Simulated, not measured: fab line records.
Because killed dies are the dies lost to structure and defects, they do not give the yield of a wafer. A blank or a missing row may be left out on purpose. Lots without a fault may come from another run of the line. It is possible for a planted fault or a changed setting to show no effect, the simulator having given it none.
What tool caused it? | flow sfqLine | 14 lots (42 wafers sampled), 1 step of a 325-step route

WHAT THE GAUGES SHOWED, per wafer
The record lacks any reading of a measuring or inspecting step that a usual standard deviation could be used to judge.

WHICH TOOL RAN EACH LOT (tool, then ch and the chambers of the sampled wafers, then the start)
lot  | SFQ_TRILAYER_I7_VIA_BARC_OPEN_VIA_ETCH_260
L409 | rieDiel-02 ch 1,2,3, day 79 06:39
L412 | rieDiel-02 ch 2,3, day 80 01:51
L415 | rieDiel-03 ch 0,1, day 80 21:03
L416 | rieDiel-02 ch 1,2, day 80 22:15
L418 | rieDiel-02 ch 1,2,3, day 81 01:51
L422 | rieDiel-03 ch 0,1,2, day 89 15:13
L423 | rieDiel-01 ch 1,2,3, day 89 20:01
L424 | rieDiel-02 ch 0,1,2, day 89 21:13
L425 | rieDiel-03 ch 1,3, day 90 03:13
L426 | rieDiel-01 ch 1,2,3, day 90 08:08
L427 | rieDiel-03 ch 0,1,3, day 90 09:20
L429 | rieDiel-02 ch 2,3, day 91 00:56
L430 | rieDiel-01 ch 0,1,3, day 91 14:15
L431 | rieDiel-02 ch 0,1,2, day 91 16:39
- SFQ_TRILAYER_I7_VIA_BARC_OPEN_VIA_ETCH_260: etches BARC in O2, target depth 125 nm, time 41.7 s.

AS READ BY THE TOOLS THEMSELVES (means over the sampled wafers that have a number; for cases with no such wafer, the mark the record gives instead)
SFQ_TRILAYER_I7_VIA_BARC_OPEN_VIA_ETCH_260.
lot  | tool       | drypumpMotorCurrentA (A) | oesProductAu (a.u.) | runLengthS (s)
L409 | rieDiel-02 | 5.8                      | 0.689               | 70.3
L412 | rieDiel-02 | 5.9                      | 0.678               | 70.1
L415 | rieDiel-03 | 5.1                      | 0.688               | 70.2
L416 | rieDiel-02 | 5.6                      | 0.685               | 69.8
L418 | rieDiel-02 | 5.8                      | 0.680               | 69.5
L422 | rieDiel-03 | 5.4                      | 0.680               | 70.1
L423 | rieDiel-01 | 5.5                      | 0.685               | 69.9
L424 | rieDiel-02 | 5.6                      | 0.688               | 70.4
L425 | rieDiel-03 | 5.1                      | 0.682               | 69.3
L426 | rieDiel-01 | 5.5                      | 0.685               | 69.8
L427 | rieDiel-03 | 5.1                      | 0.684               | 69.5
L429 | rieDiel-02 | 5.9                      | 0.685               | 69.9
L430 | rieDiel-01 | 5.7                      | 0.684               | 69.9
L431 | rieDiel-02 | 5.6                      | 0.688               | 70.4

THE ANSWER, worked out from the rows above alone
Rule: what is usual is taken from the lots themselves. The widest of any qualifying gaps counts: lots, ordered by their means at a reading, are off when they make up no more than a third of the lots, leave a main group of 4 or more, and stand apart from it by 3 or more times the standard deviation of that group's means. Not used: any main group whose means are identical at the precision the tables above print for the reading. Also off: a lot with no number at a reading for which 4 or more lots have one. All remaining lots with rows at the step are treated as sound. After the gauges, taken in route order, come the tools' own readings; for these a lot's mean is taken, as printed above. The first step at which some lot is off is used, and at that step the reading that is off furthest; a lot without a number counts as furthest.
Nothing can be told from this: no lot is off at any reading shown.

WHAT THE SIMULATOR HAD PUT IN
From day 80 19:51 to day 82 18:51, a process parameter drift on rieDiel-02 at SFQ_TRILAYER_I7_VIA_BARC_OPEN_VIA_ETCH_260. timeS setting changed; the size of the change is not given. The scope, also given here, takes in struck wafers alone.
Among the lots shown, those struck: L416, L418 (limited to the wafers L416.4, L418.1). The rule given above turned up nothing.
